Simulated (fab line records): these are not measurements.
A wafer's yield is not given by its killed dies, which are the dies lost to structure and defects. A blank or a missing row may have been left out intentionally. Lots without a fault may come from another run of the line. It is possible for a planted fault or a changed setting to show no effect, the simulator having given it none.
A lot that was struck, set against a sound lot | flow sky130 | 17 steps out of a route of 708
Sound: the wafers L599.3, L599.4, L599.5. Struck: wafer L591.6 (left out: L591.2, a lot-mate that was not struck); the cause follows at the end.
Each step with rows lists, per side, the tool, then ch with its chambers, then its first start. Under that, the readings that differ: sound wafers | struck wafers | difference of the means | sigmas: that difference in standard deviations of wafers without a fault.
alike: readings with means less than 2 such deviations apart, plus words and numbers identical on both sides. not compared: withheld readings, readings lacking a value on some wafer, bounds such as >300 that could conceal the same value, and numbers that have no deviation in the record and whose values overlap.
Wherever a step has rows on one side only, a row that says differs or no value, or a row with sigmas, the two part there. When numbers do not overlap yet have no deviation, they are printed without sigmas and do not part them. A reading missing from all wafers of one side parts the sides only when that side holds two or more wafers.

SKY_LI_CONTACT_CMP_02: polishes PSG.
  sound on cmp-02 ch 0,2,3, day 34 10:18; struck on cmp-01 ch 3, day 31 09:55
  alike: motorCurrentA, timeToEndpointS
SKY_LI_CONTACT_BOW_MEAS_03:
  sound: filmMetro-01 at day 34 10:32; struck: filmMetro-02 at day 31 10:11
  alike: LI_CONTACT_BOW
then, 8 steps without rows for these wafers: SKY_LI_CONTACT_DEHYDRATE_04 (time 60 s); SKY_LI_CONTACT_HMDS_05 (prime time 60 s); SKY_LI_CONTACT_COAT_06 (resist thk 60 nm); SKY_LI_CONTACT_COAT_07 (resist thk 450 nm); SKY_LI_CONTACT_SOFTBAKE_08 (time 90 s); SKY_LI_CONTACT_EXPOSE_09 (exposes mask LICM1, target cd 170 nm); SKY_LI_CONTACT_PEB_10; SKY_LI_CONTACT_DEVELOP_11 (develop time 60 s).
SKY_LI_CONTACT_CD_MEAS_12 targets a cd of 170 nm.
  sound: cdSem-02 at day 35 13:25; struck: cdSem-01 at day 32 13:49
  alike: cdNm
SKY_LI_CONTACT_OVL_MEAS_13:
  sound: overlay-01 at day 35 13:31; struck: overlay-01 at day 32 13:55
reading             | sound      | struck | difference | sigmas
LI_CONTACT_OVL (nm) | -11 -7 -11 | 4      | +14        | +2
SKY_LI_CONTACT_ETCH_14: etches BARC in N2/H2, stops on SiO2, time 45.9 s, target depth 60 nm.
  sound on rieDiel-02 ch 1,2, day 35 13:32; struck on rieDiel-02 ch 2, day 32 13:57
reading                                          | sound             | struck | difference | sigmas
oesProductAu (a.u.)                              | 0.856 0.864 0.853 | 0.996  | +0.138     | +29
runLengthS (s)                                   | 74.4 73.8 74.5    | 52.9   | -21.3      | -50
model.KrF-thick_of_LI_CONTACT_COAT_07.thkNm (nm) | 392 391.6 392.8   | 412.4  | +20.3      | 
model.etch.depthNm (nm)                          | 59.93 60.05 59.97 | 42.66  | -17.32     | 
model.LI_CONTACT.cdNm (nm)                       | 170.1 169.3 168.9 | 164.3  | -5.1       | 
  alike: drypumpMotorCurrentA, h2FlowSccm, throttleValvePct
  not compared: rfHoursCounterH
SKY_LI_CONTACT_ETCH_15: etches PSG in C4F8/O2/Ar, stops on Si, target depth 600 nm.
  sound on rieDiel-02 ch 1,2, day 35 13:34; struck on rieDiel-02 ch 2, day 32 14:00
reading                                          | sound           | struck | difference | sigmas
model.KrF-thick_of_LI_CONTACT_COAT_07.thkNm (nm) | 229.1 228 229.6 | 252    | +23        | 
model.LI_CONTACT.cdNm (nm)                       | 170 168.7 168.6 | 164.3  | -4.8       | 
  alike: oesProductAu
SKY_LI_CONTACT_STRIP_16: strips in O2/N2.
  sound on plasmaAsher-04 ch 0,1, day 35 13:41; struck on plasmaAsher-04 ch 0, day 32 14:05
reading                  | sound             | struck | difference | sigmas
oesProductAu (a.u.)      | 0.376 0.370 0.371 | 0.389  | +0.017     | +4
stripTimeToEndpointS (s) | 3.47 3.45 3.47    | 3.73   | +0.27      | +8
  alike: drypumpMotorCurrentA
  not compared: rfHoursCounterH
then, 1 step without rows for these wafers: SKY_LI_CONTACT_CLEAN_17 (cleans in NMP, time 600 s).
-- a jump in the record: the struck wafers' starts before and after are 16 days apart (it breaks off in module LI_CONTACT and resumes in module PAD_OPEN, where the first step shown is number 708 of the route) --
SKY_PAD_OPEN_PROBE_99:
  sound: prober-02 at day 50 10:14; struck: prober-02 at day 48 12:17
reading                             | sound             | struck | difference | sigmas
model.etest.liconPdiff.rcOhm        | 565.5 579 590.8   | 629.3  | +50.9      | 
model.etest.liconHighPo.rcOhm       | 352.3 355.3 351.7 | 375    | +22        | 
model.etest.liconNdiff.rcOhm        | 180.7 180.8 185.7 | 205.6  | +23.2      | 
model.etest.sonosUncharged.rOnOhmUm | 835.7 828.3 819.3 | 817.8  | -10.0      | 
model.etest.liconPoly.rcOhm         | 150.5 156.8 156.2 | 161.3  | +6.8       | 
  alike: killed_at_M0_to_M3, killed_at_M4_up, killedAtContacts, killedAtFrontEnd, killedAtOther, killedDies, killedOpen, killedShort

WHERE THEY PART
Earliest at SKY_LI_CONTACT_OVL_MEAS_13; latest, in this record, at SKY_LI_CONTACT_STRIP_16. Later steps at which nothing parts them and some readings are alike: SKY_PAD_OPEN_PROBE_99.

WHY: what had been put in by the simulator
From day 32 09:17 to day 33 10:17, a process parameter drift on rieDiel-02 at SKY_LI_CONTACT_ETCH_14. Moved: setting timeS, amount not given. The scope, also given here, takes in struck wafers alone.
